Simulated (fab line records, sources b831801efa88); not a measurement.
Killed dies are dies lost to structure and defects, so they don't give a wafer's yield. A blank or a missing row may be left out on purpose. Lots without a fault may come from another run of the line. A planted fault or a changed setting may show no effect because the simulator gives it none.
Split-lot experiment | flow sky130 | 5 lots, 23 wafers read, on a route of 708 steps

THE SPLIT
At SKY_CONTACT_COAT_09 (resist thk 450 nm), the setting resist_thk_nm was moved away from the recipe's 450 nm on 5 of the 23 wafers read, by -5.1% to +5.0%. The other wafers ran this setting at the recipe's value.

FROM THE SPLIT TO THE READING: what the file shows between them, 4 steps
- SKY_CONTACT_SOFTBAKE_10: time 90 s
- SKY_CONTACT_EXPOSE_11: exposes mask CTM1, target cd 170 nm
- SKY_CONTACT_ETCH_16: etches BARC in N2/H2, stops on SiO2, time 45.9 s, target depth 60 nm
- SKY_CONTACT_ETCH_17: etches SiO2 in C4F8/O2/Ar, stops on Si3N4, target depth 340 nm

THE READING
KrF-thick_of_CONTACT_COAT_09.thk_nm (the simulator's own value, which no gauge read), in nm, at SKY_CONTACT_ETCH_18 (etches Si3N4 in CHF3/O2, stops on TiN, time 39 s, target depth 75 nm). The file gives no usual value for it. The 18 wafers here that ran the recipe average 244.8 nm, standard deviation 2.2 nm.

wafer  | tool, chamber at the split | resist_thk_nm as run, nm | against the recipe | KrF-thick_of_CONTACT_COAT_09.thk_nm, nm | against lot-mates on the recipe
L075.1 | litho_track-03, 0          | 450                      | recipe             | 244.6                                   | -
L075.2 | litho_track-03, 0          | 450                      | recipe             | 245.2                                   | -
L075.4 | litho_track-03, 0          | 450                      | recipe             | 244.8                                   | -
L075.5 | litho_track-03, 0          | 450                      | recipe             | 246.3                                   | -
L075.6 | litho_track-03, 0          | 450                      | recipe             | 244.3                                   | -
L078.1 | litho_track-01, 0          | 450                      | recipe             | 243.7                                   | -
L078.4 | litho_track-01, 0          | 450                      | recipe             | 246                                     | -
L078.6 | litho_track-01, 0          | 450                      | recipe             | 244.5                                   | -
L079.1 | litho_track-04, 0          | 450                      | recipe             | 243.2                                   | -
L079.3 | litho_track-04, 0          | 427.2                    | -5.1%              | 219.9                                   | -25.6
L079.4 | litho_track-04, 0          | 450                      | recipe             | 250.5                                   | -
L079.5 | litho_track-04, 0          | 450                      | recipe             | 242.8                                   | -
L079.6 | litho_track-04, 0          | 427.2                    | -5.1%              | 229.4                                   | -16.1
L084.1 | litho_track-03, 0          | 450                      | recipe             | 245                                     | -
L084.3 | litho_track-03, 0          | 450                      | recipe             | 244.2                                   | -
L084.4 | litho_track-03, 0          | 450                      | recipe             | 248.5                                   | -
L084.5 | litho_track-03, 0          | 450                      | recipe             | 245.3                                   | -
L084.6 | litho_track-03, 0          | 450                      | recipe             | 243.4                                   | -
L085.1 | litho_track-04, 0          | 472.6                    | +5.0%              | 261.3                                   | +19.4
L085.2 | litho_track-04, 0          | 450                      | recipe             | 244.2                                   | -
L085.3 | litho_track-04, 0          | 472.6                    | +5.0%              | 263.7                                   | +21.8
L085.4 | litho_track-04, 0          | 450                      | recipe             | 239.7                                   | -
L085.6 | litho_track-04, 0          | 472.6                    | +5.0%              | 262.7                                   | +20.8

THE FIT
A straight line over all 23 wafers: KrF-thick_of_CONTACT_COAT_09.thk_nm changes by +3.72 nm for each +1% of resist_thk_nm; r = +0.96; the points scatter about the line by 2.6 nm.
The same after taking each lot's own level away (the mean of its wafers on the recipe; 23 wafers): +4.11 nm for each +1%; r = +0.97; scatter 2.4 nm.
On that fit, the largest move of resist_thk_nm shifts the reading by 21 nm.
The lots' own levels span 241.95 to 245.50 nm, that is 1.6 times the standard deviation above.
So the lot-to-lot level changes the slope little: the two slopes agree.
Check: with one of the wafers moved furthest among these (-5.1%) left out of the fit, the line predicts -19.1 nm for it against its lot-mates. It came out at -25.6 nm against them.

OTHER SPLITS ON THESE WAFERS
These wafers also went through other splits before the reading. Each is held against what the fit with the lots' levels taken away leaves over:
other split on the same wafers                | wafers away from the commonest value | r with KrF-thick_of_CONTACT_COAT_09.thk_nm (lot level and that fit taken away)
SKY_LI_CONTACT_HDPCVD_00 time_s               | 8                                    | +0.12
SKY_LI_CONTACT_EXPOSE_09 dose_mj              | 7                                    | -0.05
SKY_LI_CONTACT_SPUTTER_19 chamber_pressure_pa | 10                                   | +0.00
SKY_LOCAL_INTERCONNECT_SPUTTER_00 time_s      | 6                                    | -0.15
SKY_LOCAL_INTERCONNECT_COAT_06 spin_rpm       | 5                                    | +0.10
SKY_LOCAL_INTERCONNECT_METAL_ETCH_14 time_s   | 7                                    | -0.07

THE WHOLE CHAIN: every reading that the file lists as answering this split, in the file's order
step                | what it does                                                         | reading                                                                              | change (the file's fit)              | r (the file's)
SKY_CONTACT_COAT_09 | resist thk 450 nm                                                    | KrF-thick_of_CONTACT_COAT_09.thk_nm (the simulator's own value, which no gauge read) | +4.5 nm for each +1% of the setting  | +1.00
SKY_CONTACT_ETCH_16 | etches BARC in N2/H2, stops on SiO2, time 45.9 s, target depth 60 nm | KrF-thick_of_CONTACT_COAT_09.thk_nm (the simulator's own value, which no gauge read) | +4.43 nm for each +1% of the setting | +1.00
SKY_CONTACT_ETCH_17 | etches SiO2 in C4F8/O2/Ar, stops on Si3N4, target depth 340 nm       | KrF-thick_of_CONTACT_COAT_09.thk_nm (the simulator's own value, which no gauge read) | +4.27 nm for each +1% of the setting | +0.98
SKY_CONTACT_ETCH_18 | etches Si3N4 in CHF3/O2, stops on TiN, time 39 s, target depth 75 nm | KrF-thick_of_CONTACT_COAT_09.thk_nm (the simulator's own value, which no gauge read) | +4.11 nm for each +1% of the setting | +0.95

THE FILE'S OWN FIT
KrF-thick_of_CONTACT_COAT_09.thk_nm changes by +4.11 nm for each +1% of resist_thk_nm, r = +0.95.
